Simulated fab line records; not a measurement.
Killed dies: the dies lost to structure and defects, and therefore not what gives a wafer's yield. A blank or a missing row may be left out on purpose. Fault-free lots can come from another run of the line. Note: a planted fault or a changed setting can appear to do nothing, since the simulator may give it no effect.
Matching of chambers    flow sky130    SKY_LI_CONTACT_CMP_24 on cmp-02 has 4 sister chambers
The step polishes, stops on PSG, t overpolish 20 s, target thk 0 nm. 8 wafers are shown with their chamber, then 12 later ones without.

EACH WAFER AND ITS CHAMBER
wafer   chamber  motor current A (A)  time to endpoint s (s)
L082.5  1        11.6                 94
L084.1  1        10.7                 95
L084.2  3        11.4                 98
L085.3  0        11.0                 100
L085.5  2        10.3                 98
L088.2  3        11.8                 95
L088.3  0        11.0                 97
L088.6  2        10.4                 97

WAFERS WITH NO CHAMBER GIVEN
wafer   motor current A (A)  time to endpoint s (s)
L090.1  10.2                 95
L090.2  11.0                 90
L090.6  12.3                 94
L095.4  11.7                 100
L095.5  10.5                 96
L095.6  11.8                 97
L096.1  11.5                 99
L096.3  11.8                 101
L096.4  11.1                 93
L097.2  12.3                 101
L097.3  11.1                 90
L097.6  11.1                 97

WHICH CHAMBER EACH WENT THROUGH
wafer   from the rows above                in truth
L090.1  can't be placed: 2 or 1 or 0       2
L090.2  can't be placed: 1 or 3            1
L090.6  can't be placed: 3 or 1            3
L095.4  can't be placed: 0 or 3 or 1 or 2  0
L095.5  can't be placed: 2 or 1 or 0       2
L095.6  can't be placed: 3 or 1 or 0       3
L096.1  can't be placed: 0 or 3 or 1 or 2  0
L096.3  can't be placed: 0 or 3 or 1 or 2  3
L096.4  can't be placed: 1 or 3            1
L097.2  can't be placed: 3 or 0 or 1       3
L097.3  can't be placed: 1 or 3            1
L097.6  can't be placed: 0 or 3 or 1 or 2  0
Placed correctly: 0 of 12. Can't be placed from these rows: 12 (the true chamber is among the candidates in 12). 0 placed wrongly.
How it was worked out, from the rows above alone: a wafer's distance from a chamber is the root of the sum, over the readings, of the square of ((its reading less the chamber's mean) divided by the reading's scatter). If the next closest chamber is less than 2 further off than the closest, the wafer can't be placed; otherwise it belongs to the closest. A chamber's mean is the mean of its shown wafers. The scatter: the root of (the sum of the squares of (reading less its chamber's mean) over the shown wafers, divided by (wafers less chambers)).
